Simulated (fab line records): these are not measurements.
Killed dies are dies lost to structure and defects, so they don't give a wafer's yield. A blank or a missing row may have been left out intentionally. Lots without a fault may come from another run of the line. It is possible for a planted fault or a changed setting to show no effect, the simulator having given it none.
Chamber matching / flow sky130 / SKY_LI_CONTACT_CMP_02 on cmp-02: 4 sister chambers
The step polishes PSG. 8 wafers are shown with their chamber, then 11 later ones without.

## WAFERS PAIRED WITH THEIR CHAMBERS
wafer=L170.4; chamber=2; motor current A (A)=12.6; time to endpoint s (s)=34
wafer=L170.5; chamber=1; motor current A (A)=9.5; time to endpoint s (s)=40
wafer=L171.1; chamber=0; motor current A (A)=10.7; time to endpoint s (s)=41
wafer=L171.2; chamber=1; motor current A (A)=10.1; time to endpoint s (s)=38
wafer=L173.2; chamber=0; motor current A (A)=10.2; time to endpoint s (s)=40
wafer=L173.3; chamber=2; motor current A (A)=12.3; time to endpoint s (s)=34
wafer=L173.4; chamber=3; motor current A (A)=15.8; time to endpoint s (s)=36
wafer=L176.2; chamber=3; motor current A (A)=15.1; time to endpoint s (s)=37

## WAFERS WHOSE CHAMBER IS MISSING
wafer=L176.5; motor current A (A)=12.9; time to endpoint s (s)=31
wafer=L176.6; motor current A (A)=15.5; time to endpoint s (s)=35
wafer=L177.1; motor current A (A)=15.3; time to endpoint s (s)=40
wafer=L177.3; motor current A (A)=9.7; time to endpoint s (s)=39
wafer=L177.5; motor current A (A)=12.5; time to endpoint s (s)=31
wafer=L175.1; motor current A (A)=10.1; time to endpoint s (s)=37
wafer=L175.4; motor current A (A)=9.0; time to endpoint s (s)=39
wafer=L175.5; motor current A (A)=9.6; time to endpoint s (s)=39
wafer=L178.2; motor current A (A)=10.4; time to endpoint s (s)=41
wafer=L178.3; motor current A (A)=15.4; time to endpoint s (s)=39
wafer=L178.5; motor current A (A)=10.9; time to endpoint s (s)=37

## THE CHAMBER EACH PASSED THROUGH
wafer=L176.5; from the rows above=2; in truth=2
wafer=L176.6; from the rows above=3; in truth=3
wafer=L177.1; from the rows above=3; in truth=3
wafer=L177.3; from the rows above=1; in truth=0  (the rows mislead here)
wafer=L177.5; from the rows above=2; in truth=2
wafer=L175.1; from the rows above=can't be placed: 1 or 0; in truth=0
wafer=L175.4; from the rows above=1; in truth=1
wafer=L175.5; from the rows above=1; in truth=1
wafer=L178.2; from the rows above=0; in truth=0
wafer=L178.3; from the rows above=3; in truth=3
wafer=L178.5; from the rows above=can't be placed: 1 or 0 or 2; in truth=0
Correctly placed: 8 of 11. Not placeable from these rows: 2 (in 2, the candidates include the true chamber). Wrongly placed: 1.
How it was worked out, from the rows above alone: a wafer's distance from a chamber is the root of the sum, over the readings, of the square of ((its reading less the chamber's mean) divided by the reading's scatter). The wafer belongs to the nearest chamber; if the next one is less than 2 further off, it can't be placed. A chamber's mean is the mean of its shown wafers. How the scatter is found: for the shown wafers, subtract from each reading the mean of its chamber, square and add these, divide the total by (wafers less chambers), then take the root.
